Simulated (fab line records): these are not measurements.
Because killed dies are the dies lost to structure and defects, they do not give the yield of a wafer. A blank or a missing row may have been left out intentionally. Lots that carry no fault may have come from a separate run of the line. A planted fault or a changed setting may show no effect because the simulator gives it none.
Code-filled problem report in 8D (eight disciplines) form | flow gf180mcu | the parts of the form that need people (team, actions taken, sign-off) are left out

## 1. THE PROBLEM
run-length-s at GF_VT_IMPLANT_SOFTBAKE_36 reads a mean of 93.96 s on 9 wafers of 3 lots; wafers without a fault read 89.22 s with a standard deviation of 0.13. That is +36 standard deviations from the usual mean.
The step: time 60 s.
First observed at day 8 08:02: wafer L916.1, on litho-track-01. At this step, 42 wafers from 14 lots have a number in the record. The rule behind "out" and "out of limits": a value lying over 4 standard deviations away from the usual mean. The rest of the wafers with a number are treated as sound.

## 2. WHAT IT IS AND WHAT IT IS NOT
question                    | is                     | is not
which readings at this step | run-length-s           | -
which lots                  | L916, L919, L920       | L912, L913, L917, L925, L927, L929, L930, L931, L933, L934, L935
which wafers of those lots  | all that have a number | -
read on which tools         | litho-track-01         | litho-track-02, litho-track-03
when                        | from day 8 08:02       | up to then (6 sound wafers); but 27 sound wafers of L917, L925, L927, L929, L930, L931, L933, L934, L935 came after

## 3. WHAT RULES OUT EACH SUSPECT
Counting: a tool at a process step up to the reading stays a suspect if it ran every lot that is out and no sound lot after the first of them.
- litho-track-01 at GF_VT_IMPLANT_SOFTBAKE_36 (time 60 s): ruled out as a lasting fault. Sound lots L933, L934 ran on it after its first lot that is out, L916 (day 8 08:02).
Left after counting: nothing in the record.

## 4. THE CAUSE (what the simulator had put in)
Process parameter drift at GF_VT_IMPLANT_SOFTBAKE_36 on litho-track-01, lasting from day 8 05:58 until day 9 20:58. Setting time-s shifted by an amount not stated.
Counting ruled it out, wrongly.

## 5. SEQUENCE OF EFFECTS, ordered by route
Each row: a reading where the mean over the struck wafers with a number is more than 3 standard deviations away from the usual. Only readings for which the record gives a usual standard deviation are gone through. hours: the time from each lot's start at the first step in this table that gives one to its start at this step, as a median over the lots. sigmas: the change in usual standard deviations.
hours | step                      | reading      | usual   | on struck wafers | change | sigmas
0     | GF_VT_IMPLANT_SOFTBAKE_36 | run-length-s | 89.22 s | 93.96            | +4.74  | +36
It contains these process steps:
- GF_VT_IMPLANT_SOFTBAKE_36: time 60 s.

## 6. HOW IT WOULD HAVE BEEN CAUGHT EARLIER
First out-of-limits reading in this record: day 8 08:02, which is 2 hours after fault onset at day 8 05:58.
